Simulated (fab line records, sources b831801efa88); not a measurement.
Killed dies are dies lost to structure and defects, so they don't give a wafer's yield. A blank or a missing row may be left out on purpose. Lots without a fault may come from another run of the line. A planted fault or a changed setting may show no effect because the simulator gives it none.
A struck lot beside a sound one | flow sky130 | 17 steps out of a route of 708
Sound: wafers L792.4, L792.5, L792.6. Struck: wafers L788.3, L788.4, L788.5. The cause comes at the end.
At each step with rows: each side's tool, then ch and its chambers, then its first start. Under that, the readings that differ: sound wafers | struck wafers | difference of the means | sigmas: that difference in standard deviations of wafers without a fault.
alike: readings whose means differ by less than 2 such deviations, and words and numbers that are the same on both sides. not compared: withheld readings, readings that some wafer has no value for, bounds like >300 that may hide the same value, and numbers for which the record gives no deviation and whose values overlap.
The two part at a step that has a row with sigmas, a row that says differs or no value, or rows on one side only. Numbers that don't overlap but have no deviation are shown without sigmas and don't part them. A reading that every wafer of one side lacks parts them only if that side has two wafers or more.

first, 2 steps without rows for these wafers: SKY_NWELL_IMPLANT_12; SKY_NWELL_IMPLANT_13.
SKY_NWELL_STRIP_14: strips in O2/N2.
  sound on plasma_asher-02 ch 0,1, day 10 03:49; struck on plasma_asher-03 ch 0,1, day 9 06:46
  alike: drypump_motor_current_A, n2_flow_sccm, oes_product_au, strip_time_to_endpoint_s
  not compared: rf_hours_counter_h
SKY_NWELL_TW_MEAS_15:
  sound on film_metro-03, day 10 03:55; struck on film_metro-03, day 9 06:51
  alike: NWELL_TW
then, 7 steps without rows for these wafers: SKY_NWELL_DEHYDRATE_16 (time 60 s); SKY_NWELL_HMDS_17 (prime time 60 s); SKY_NWELL_COAT_18 (resist thk 3000 nm); SKY_NWELL_SOFTBAKE_19; SKY_NWELL_EXPOSE_20 (exposes mask NWM COMPLEMENT, target cd 840 nm); SKY_NWELL_PEB_21; SKY_NWELL_DEVELOP_22 (develop time 60 s).
SKY_NWELL_OVL_MEAS_23:
  sound on overlay-01, day 11 03:30; struck on overlay-02, day 10 05:09
  alike: NWELL_01_OVL
SKY_NWELL_IMPLANT_24:
  sound on implanter-03 ch 0, day 11 03:35; struck on implanter-02 ch 0, day 10 05:13
  reading            | sound                       | struck                           | difference  | sigmas
  dose_ions_cm2      | 9.202e+12 9.2e+12 9.198e+12 | 4.2701e+13 4.2704e+13 4.2696e+13 | +3.3500e+13 | +99 or more
  faraday_current_uA | 51.6 52.9 50.9              | 238.8 238.4 245.3                | +189.0      | +99 or more
  alike: end_station_pressure_torr
SKY_NWELL_STRIP_25: strips in O2/N2.
  sound on plasma_asher-03 ch 0,1, day 11 03:42; struck on plasma_asher-02 ch 0,1, day 10 05:22
  alike: drypump_motor_current_A, n2_flow_sccm, oes_product_au, strip_time_to_endpoint_s
  not compared: rf_hours_counter_h
SKY_NWELL_TW_MEAS_26:
  sound on film_metro-04, day 11 03:48; struck on film_metro-03, day 10 05:26
  reading    | sound       | struck      | difference | sigmas
  NWELL_2_TW | 498 494 500 | 792 795 794 | +296       | +62
then, 1 step without rows for these wafers: SKY_NWELL_CLEAN_27 (cleans in SC1/SC2, time 150 s).
-- the record jumps here: 40 days lie between the struck wafers' starts before and after (it left off in module NWELL and takes up again in module PAD_OPEN, whose first step shown is number 708 of the route) --
SKY_PAD_OPEN_PROBE_99:
  sound on prober-01, day 50 20:31; struck on prober-02, day 50 10:36
  reading                                    | sound                         | struck                        | difference | sigmas
  model.etest.pfet_16v.r_on_ohm_um           | 1.488e+04 1.485e+04 1.481e+04 | 8767 8707 8795                | -6090      |
  model.etest.nfet_16v.r_on_ohm_um           | 1.399e+04 1.391e+04 1.393e+04 | 1.678e+04 1.697e+04 1.702e+04 | +2.980e+03 |
  model.etest.res_iso_pwell.rs_ohm_sq        | 3010 3047 3047                | 1088 1062 1125                | -1943      |
  model.etest.res_pwell_under_gate.rs_ohm_sq | 2299 2280 2303                | 836.2 833.2 832.6             | -1460.0    |
  model.etest.res_iso_pwell.line_ohm_um      | 1136 1168 1136                | 395.6 378.8 413.9             | -750.6     |
  model.etest.tip_n_5v.rs_ohm_sq             | 1378 1387 1391                | 1674 1694 1690                | +301       |
  model.etest.res_nwell.line_ohm_um          | 1116 1106 1119                | 1401 1367 1409                | +279       |
  model.etest.tip_sonos.rs_ohm_sq            | 2572 2551 2534                | 2819 2837 2843                | +281       |
  alike: killed_at_M0_to_M3, killed_at_M4_up, killed_at_contacts, killed_at_front_end, killed_at_other, killed_dies, killed_on_rim, killed_open, killed_short

WHERE THEY PART
First at SKY_NWELL_IMPLANT_24; last, within this record, at SKY_NWELL_TW_MEAS_26. Later steps at which nothing parts them and some readings are alike: SKY_PAD_OPEN_PROBE_99.

WHY: what the simulator had put in
Process parameter drift: implanter-02, from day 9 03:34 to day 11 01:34, at SKY_NWELL_IMPLANT_24. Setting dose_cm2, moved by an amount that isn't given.
